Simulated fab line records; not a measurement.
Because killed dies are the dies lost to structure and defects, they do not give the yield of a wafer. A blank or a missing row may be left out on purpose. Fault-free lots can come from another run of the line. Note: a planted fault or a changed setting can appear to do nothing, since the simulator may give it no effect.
Matching of chambers || flow gf180mcu || 4 sister chambers for GF_V3_CMP_26 on cmp-02
The step polishes, stops on SiO2, t overpolish 15 s, target thk 0 nm. 4 wafers are shown with their chamber, then 6 later ones without.

WAFERS, EACH WITH ITS CHAMBER
{"wafer": "L967.3", "chamber": 3, "motor current A (A)": 10.7}
{"wafer": "L977.1", "chamber": 0, "motor current A (A)": 10.9}
{"wafer": "L977.2", "chamber": 2, "motor current A (A)": 10.1}
{"wafer": "L977.5", "chamber": 1, "motor current A (A)": 11.7}

WAFERS WITHOUT THEIR CHAMBER
{"wafer": "L979.2", "motor current A (A)": 11.6}
{"wafer": "L979.3", "motor current A (A)": 11.3}
{"wafer": "L979.6", "motor current A (A)": 11.3}
{"wafer": "L980.1", "motor current A (A)": 10.9}
{"wafer": "L980.2", "motor current A (A)": 9.9}
{"wafer": "L980.5", "motor current A (A)": 11.6}

WHICH CHAMBER EACH WENT THROUGH
{"wafer": "L979.2", "from the rows above": 1, "in truth": 1}
{"wafer": "L979.3", "from the rows above": "can't be placed: 1 or 0 or 3", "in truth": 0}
{"wafer": "L979.6", "from the rows above": "can't be placed: 1 or 0 or 3", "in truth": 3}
{"wafer": "L980.1", "from the rows above": "can't be placed: 0 or 3", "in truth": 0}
{"wafer": "L980.2", "from the rows above": 2, "in truth": 2}
{"wafer": "L980.5", "from the rows above": 1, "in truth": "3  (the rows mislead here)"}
Placed correctly: 2 of 6. Can't be placed from these rows: 3 (the true chamber is among the candidates in 3). Wrongly placed: 1.
How it was worked out, from the rows above alone: a wafer's distance from a chamber is the root of the sum, over the readings, of the square of ((its reading less the chamber's mean) divided by the reading's scatter). If the next closest chamber is less than 2 further off than the closest, the wafer can't be placed; otherwise it belongs to the closest. A chamber's mean is the mean of its shown wafers. The scatter: root of mean squared gap, hidden wafer to nearest shown wafer, with one shown wafer a chamber.
